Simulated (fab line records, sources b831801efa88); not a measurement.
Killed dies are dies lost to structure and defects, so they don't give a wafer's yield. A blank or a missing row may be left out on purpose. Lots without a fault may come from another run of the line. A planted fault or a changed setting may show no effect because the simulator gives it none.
fab line records | flow sky130
record lots=6 wafers=18 last_day=50
route steps=708 shown RES_XHIGH@336 SD_N@342 PAD_OPEN@708
lots that met no fault: from a run of the same line without faults
start_h: hours from the record's first day to the start of the lot's first wafer shown | wait_h: hours since the lot's step before | " the same as in the row above | L1.1+2: a row that stands for several wafers | - no value, or no start given | * or withheld: withheld | < > ~ a bound
route shown NAME@n: a module of which the file shows steps, and the number in the route of the first | usual: mean/standard deviation of fault-free wafers | same: alike in all rows | chamber/n: place in a boat | sites: the reading at each site | _std_site: their standard deviation | _edge_site: outer sites' mean less inner sites' | radius_mm: how far each site lies from the wafer's centre | mask NAME#n: copy n | behind: the tool/chamber that last shaped the wafer | hold: why the lot was held/for how many hours/how that ended | device: the transistor (n, p or np) that didn't switch | end of line: the same wafers' tests at the end of the route | a step without rows: its recipe alone | killed: dies lost to structure and defects at the first sort, not the wafer's yield | map: a wafer's dies, x killed, . not, _ none there
set.NAME: the setting as run; set.NAME@STEP: as run at that earlier step | model.NAME: the simulator's own value behind a step, which no gauge read
lots at some steps of the route; a table a step, a row a wafer
services: from which hour (start_h, from the record's first day; less than 0 if before it) a tool's chamber was out of use, for how many hours, and why
## steps
# step SKY_RES_XHIGH_EXPOSE_04
# recipe mask_id=URPM na=0.6 source_shape=conventional sigma_outer=0.6 polarization=unpolarized target_cd_nm=1270 dose_mj=140
# step SKY_RES_XHIGH_PEB_05
# recipe temp_c=withheld time_s=* resist=NOVOLAK
# step SKY_RES_XHIGH_DEVELOP_06
# recipe resist=NOVOLAK developer=TMAH develop_time_s=60 dev_temp_c=23
# step SKY_RES_XHIGH_IMPLANT_07
# recipe species=BF2 energy_kev=20 dose_cm2=3.6e+14 tilt_deg=0
# step SKY_RES_XHIGH_STRIP_08
# recipe chemistry=O2/N2 power_w=1400 pressure_mtorr=1500 platen_temp_c=withheld o2_flow_sccm=3000 n2_flow_sccm=300 overash_fraction=0.5
# usual drypump_motor_current_A=5.4/0.51 n2_flow_sccm=300.0/0.96 oes_product_au=0.711/0.0049 strip_time_to_endpoint_s=14.27/0.044
# columns lot.wafer tool chamber start_h wait_h drypump_motor_current_A n2_flow_sccm oes_product_au rf_hours_counter_h strip_time_to_endpoint_s
L140.2 plasma_asher-02 1 662.99 0.1 4.8 299.8 0.714 86 14.26
L140.3 " 0 " " 6.1 301.9 0.712 - 14.31
L140.6 " 1 " " 4.8 300.3 0.712 - 14.27
L141.1 plasma_asher-04 1 673.96 0.1 5.0 300.4 0.713 94 14.21
L141.5 " 0 " " 5.6 299.8 0.722 - 14.25
L141.6 " 1 " " 5.0 300.0 0.711 - 14.23
L146.1 plasma_asher-02 1 713.79 0.1 4.8 300.2 0.711 91 14.27
L146.3 " 1 " " 4.8 300.8 0.715 - 14.31
L146.6 " 1 " " 4.8 299.1 0.714 - 14.34
L149.2 plasma_asher-02 1 737.96 0.1 4.8 298.2 0.711 93 14.28
L149.3 " 1 " " 4.8 300.0 0.713 - 14.28
L149.6 " 0 " " 6.0 300.5 0.715 - 14.27
L155.2 plasma_asher-03 0 777.36 0.1 6.1 300.3 0.714 64 14.38
L155.4 " 1 " " 5.4 300.3 0.707 - 14.35
L155.5 " 0 " " 6.1 299.8 0.711 - 14.32
L156.2 plasma_asher-04 0 794.96 0.1 5.6 300.0 0.708 5 14.29
L156.3 " 1 " " 5.0 301.2 0.710 - 14.34
L156.6 " 1 " " 5.0 302.0 0.711 - 14.30
# step SKY_RES_XHIGH_TW_MEAS_09
# usual RES_XHIGH_TW=1634/16
# columns lot.wafer tool chamber start_h wait_h RES_XHIGH_TW
L140.2 film_metro-04 - 663.10 0.1 1614
L140.3 " - " " 1617
L140.6 " - " " 1614
L141.1 film_metro-03 - 674.06 0.1 1635
L141.5 " - " " 1635
L141.6 " - " " 1630
L146.1 film_metro-03 - 713.89 0.1 1638
L146.3 " - " " 1647
L146.6 " - " " 1634
L149.2 film_metro-02 - 738.07 0.1 1654
L149.3 " - " " 1652
L149.6 " - " " 1652
L155.2 film_metro-03 - 777.47 0.1 1648
L155.4 " - " " 1637
L155.5 " - " " 1647
L156.2 film_metro-02 - 795.07 0.1 1649
L156.3 " - " " 1643
L156.6 " - " " 1638
# step SKY_SD_N_DEHYDRATE_00
# recipe temp_c=200 time_s=60
# step SKY_SD_N_HMDS_01
# recipe prime_time_s=60 prime_temp_c=120
# step SKY_SD_N_COAT_02
# recipe resist=NOVOLAK spin_rpm=3000 resist_thk_nm=1140
# step SKY_SD_N_SOFTBAKE_03
# recipe temp_c=90 time_s=60 resist=NOVOLAK
# step SKY_SD_N_EXPOSE_04
# recipe mask_id=NSDM na=0.6 source_shape=conventional sigma_outer=0.6 polarization=unpolarized target_cd_nm=380 dose_mj=141
# step SKY_SD_N_PEB_05
# recipe temp_c=withheld time_s=* resist=NOVOLAK
# step SKY_SD_N_DEVELOP_06
# recipe resist=NOVOLAK developer=TMAH develop_time_s=60 dev_temp_c=23
# columns lot.wafer tool chamber start_h wait_h
L140.2+3+6 litho_track-03 0 690.83 0.1
L141.1+5+6 litho_track-01 0 701.99 0.1
L146.1+3+6 litho_track-03 0 740.60 0.1
L149.2+3+6 litho_track-03 0 764.28 0.1
L155.2+4+5 litho_track-01 0 802.61 0.1
L156.2+3+6 litho_track-04 0 821.29 0.1
# step SKY_SD_N_CD_MEAS_07
# recipe target_cd_nm=380
# usual cd_nm=379.8/2.8
# columns lot.wafer tool chamber start_h wait_h cd_nm
L140.2 cd_sem-02 - 690.97 0.1 376.7
L140.3 " - " " 376.6
L140.6 " - " " 378.5
L141.1 cd_sem-02 - 702.14 0.1 380.8
L141.5 " - " " 381.4
L141.6 " - " " 378.9
L146.1 cd_sem-02 - 740.75 0.1 390.3
L146.3 " - " " 380.9
L146.6 " - " " 391.3
L149.2 cd_sem-01 - 764.42 0.1 379.4
L149.3 " - " " 381.0
L149.6 " - " " 393.6
L155.2 cd_sem-02 - 802.76 0.1 378.2
L155.4 " - " " 378.4
L155.5 " - " " 374.7
L156.2 cd_sem-02 - 821.43 0.1 384.8
L156.3 " - " " 381.4
L156.6 " - " " 380.9
# step SKY_SD_N_OVL_MEAS_08
# usual SD_N_OVL=0.0/1.3
# columns lot.wafer tool chamber start_h wait_h SD_N_OVL[nm]
L140.2 overlay-02 - 691.08 0.1 -1.5
L140.3 " - " " -1.2
L140.6 " - " " -1.6
L141.1 overlay-02 - 702.26 0.1 -1.1
L141.5 " - " " -0.6
L141.6 " - " " -0.8
L146.1 overlay-02 - 740.87 0.1 -0.6
L146.3 " - " " -0.2
L146.6 " - " " -2.6
L149.2 overlay-01 - 764.53 0.1 -0.1
L149.3 " - " " 1.0
L149.6 " - " " 0.3
L155.2 overlay-01 - 802.86 0.1 -1.1
L155.4 " - " " 0.9
L155.5 " - " " 0.9
L156.2 overlay-02 - 821.54 0.1 0.6
L156.3 " - " " -0.9
L156.6 " - " " -0.4
# step SKY_PAD_OPEN_PROBE_99
# usual killed_at_M0_to_M3=42/7.7 killed_at_M4_up=3.1/1.9 killed_at_contacts=24/4.9 killed_at_front_end=15/4.6 killed_at_other=0.3/0.51 killed_dies=85/9.9 killed_open=47/7.1 killed_short=38/6.7
# same gross_dies=492 killed_at_back_side=0
# columns lot.wafer tool chamber start_h wait_h killed_at_M0_to_M3 killed_at_M4_up killed_at_contacts killed_at_front_end killed_at_other killed_dies killed_open killed_short
L149.2 prober-01 - 1159.50 0.1 36 6 23 15 0 80 37 43
L149.3 prober-01 - 1159.55 0.2 31 1 23 23 2 80 40 40
L149.6 prober-01 - 1159.70 0.2 42 2 37 27 0 108 60 48
# killed by level:class
L149.2 LI_CONTACT:geometric_particle:open=8 METAL1:geometric_particle:short=8 VIA1:geometric_particle:open=5 FIELD_ISO:geometric_particle:short=5 LOCAL_INTERCONNECT:geometric_particle:short=5 CONTACT:geometric_particle:open=5 VIA2:geometric_particle:open=4 VIA3:geometric_particle:open=4
L149.3 LI_CONTACT:geometric_particle:open=10 VIA1:geometric_particle:open=7 METAL1:geometric_particle:short=6 FIELD_ISO:geometric_particle:short=5 POLY_GATE:geometric_particle:short=5 LI_CONTACT:geometric_particle:short=5 CONTACT:geometric_particle:open=5 FIELD_ISO:geometric_particle:open=4
L149.6 CONTACT:geometric_particle:open=12 VIA1:geometric_particle:open=12 LI_CONTACT:geometric_particle:open=9 FIELD_ISO:geometric_particle:open=7 VIA2:geometric_particle:open=7 FIELD_ISO:geometric_particle:short=6 CONTACT:geometric_particle:short=6 METAL1:geometric_particle:short=6
## services
# columns tool chamber start_h hours kind
plasma_asher-04 - 642.87 14.6 pm
plasma_asher-04 - 733.75 9.0 pm
plasma_asher-04 0 733.75 9.0 vent_cycle
plasma_asher-04 1 733.75 9.0 vent_cycle
plasma_asher-04 0 742.75 - clean
plasma_asher-04 1 742.75 - clean
plasma_asher-03 - 819.67 14.9 repair
## key
first_sign step=SKY_SD_N_CD_MEAS_07 reading=cd_nm direction=up sigmas=4.3 usual=379.8 struck=391.7
effect none on later readings
met_at SKY_SD_N_DEVELOP_06
struck_wafers L146.1,L146.6,L149.6
tester_left_out L146,L149
onset_between 690.83 740.60
fault kind=process_parameter_drift tool=litho_track-03 chamber=- onset_h=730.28 steps=SKY_SD_N_DEVELOP_06 channel=develop_time_s offset=* shape=step end_h=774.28 scope=struck_wafers_only acts_in=* stated=*
# tester_left_out: of these lots the tester's yield and bins aren't shown, on N5 and GAA mostly nor the transistor test; their killed dies are dies lost to structure and defects alone, not to doping, threshold or leakage, so they don't give the yield
